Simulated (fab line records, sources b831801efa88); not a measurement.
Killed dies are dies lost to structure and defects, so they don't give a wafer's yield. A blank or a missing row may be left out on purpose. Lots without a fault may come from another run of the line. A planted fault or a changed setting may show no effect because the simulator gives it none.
Split-lot experiment | flow gf180mcu | 5 lots, 23 wafers read, on a route of 602 steps

THE SPLIT
At GF_DUAL_GATE_COAT_06 (resist thk 1000 nm), the setting spin_rpm was moved away from the recipe's 3000 rpm on 11 of the 23 wafers read, by +2.4% to +4.5%. The other wafers ran this setting at the recipe's value.

The reading is taken at the split's own step.

THE READING
NOVOLAK_of_DUAL_GATE_COAT_06.thk_nm (the simulator's own value, which no gauge read), in nm, at GF_DUAL_GATE_COAT_06 (resist thk 1000 nm). The file gives no usual value for it. The 12 wafers here that ran the recipe average 999.2 nm, standard deviation 1.6 nm.

wafer  | tool, chamber at the split | spin_rpm as run, rpm | against the recipe | NOVOLAK_of_DUAL_GATE_COAT_06.thk_nm, nm | against lot-mates on the recipe
L075.1 | litho_track-01, 0          | 3086                 | +2.9%              | 987.8                                   | -13.8
L075.2 | litho_track-01, 0          | 3086                 | +2.9%              | 984.4                                   | -17.1
L075.3 | litho_track-01, 0          | 3000                 | recipe             | 1004                                    | -
L075.5 | litho_track-01, 0          | 3000                 | recipe             | 999.1                                   | -
L075.6 | litho_track-01, 0          | 3086                 | +2.9%              | 985.6                                   | -15.9
L077.1 | litho_track-03, 0          | 3000                 | recipe             | 1000                                    | -
L077.2 | litho_track-03, 0          | 3000                 | recipe             | 999.1                                   | -
L077.5 | litho_track-03, 0          | 3000                 | recipe             | 997.7                                   | -
L082.1 | litho_track-01, 0          | 3135                 | +4.5%              | 980.1                                   | -17.6
L082.2 | litho_track-01, 0          | 3135                 | +4.5%              | 981.2                                   | -16.5
L082.4 | litho_track-01, 0          | 3000                 | recipe             | 997.6                                   | -
L082.5 | litho_track-01, 0          | 3135                 | +4.5%              | 976.7                                   | -21.0
L082.6 | litho_track-01, 0          | 3000                 | recipe             | 997.7                                   | -
L083.1 | litho_track-02, 0          | 3000                 | recipe             | 999.5                                   | -
L083.5 | litho_track-02, 0          | 3000                 | recipe             | 999.5                                   | -
L083.2 | litho_track-02, 0          | 3071                 | +2.4%              | 988                                     | -11.5
L083.3 | litho_track-02, 0          | 3071                 | +2.4%              | 985.5                                   | -14.0
L083.6 | litho_track-02, 0          | 3000                 | recipe             | 999.6                                   | -
L084.1 | litho_track-03, 0          | 3089                 | +3.0%              | 984.6                                   | -14.0
L084.3 | litho_track-03, 0          | 3000                 | recipe             | 998.3                                   | -
L084.4 | litho_track-03, 0          | 3089                 | +3.0%              | 985.3                                   | -13.3
L084.5 | litho_track-03, 0          | 3089                 | +3.0%              | 986.5                                   | -12.1
L084.6 | litho_track-03, 0          | 3000                 | recipe             | 998.9                                   | -

THE FIT
A straight line over all 23 wafers: NOVOLAK_of_DUAL_GATE_COAT_06.thk_nm changes by -4.55 nm for each +1% of spin_rpm; r = -0.98; the points scatter about the line by 1.7 nm.
The same after taking each lot's own level away (the mean of its wafers on the recipe; 23 wafers): -4.44 nm for each +1%; r = -0.97; scatter 1.9 nm.
On that fit, the largest move of spin_rpm shifts the reading by 20 nm.
The lots' own levels span 997.65 to 1001.55 nm, that is 2.4 times the standard deviation above.
So the lot-to-lot level changes the slope little: the two slopes agree.
Check: with one of the wafers moved furthest among these (+4.5%) left out of the fit, the line predicts -20.9 nm for it against its lot-mates. It came out at -17.6 nm against them.

OTHER SPLITS ON THESE WAFERS
These wafers also went through other splits before the reading. Each is held against what the fit with the lots' levels taken away leaves over:
other split on the same wafers  | wafers away from the commonest value | r with NOVOLAK_of_DUAL_GATE_COAT_06.thk_nm (lot level and that fit taken away)
GF_STI_CVD_03 time_s            | 18                                   | +0.13
GF_STI_COAT_07 resist_thk_nm    | 5                                    | -0.01
GF_STI_SOFTBAKE_08 temp_c       | 12                                   | +0.05
GF_DNWELL_SOFTBAKE_03 temp_c    | 10                                   | +0.22
GF_MVSD_IMPLANT_08 dose_cm2     | 6                                    | +0.07
GF_MVPSD_IMPLANT_08 dose_cm2    | 10                                   | +0.01
GF_VT_IMPLANT_EXPOSE_26 dose_mj | 12                                   | +0.50

THE WHOLE CHAIN: every reading that the file lists as answering this split, in the file's order
step                  | what it does       | reading                                                                              | change (the file's fit)              | r (the file's)
GF_DUAL_GATE_COAT_06  | resist thk 1000 nm | NOVOLAK_of_DUAL_GATE_COAT_06.thk_nm (the simulator's own value, which no gauge read) | -4.56 nm for each +1% of the setting | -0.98
GF_DUAL_GATE_STRIP_13 | strips in O2/N2    | strip_time_to_endpoint_s                                                             | withheld for each +1% of the setting | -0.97

THE FILE'S OWN FIT
NOVOLAK_of_DUAL_GATE_COAT_06.thk_nm changes by -4.56 nm for each +1% of spin_rpm, r = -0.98.
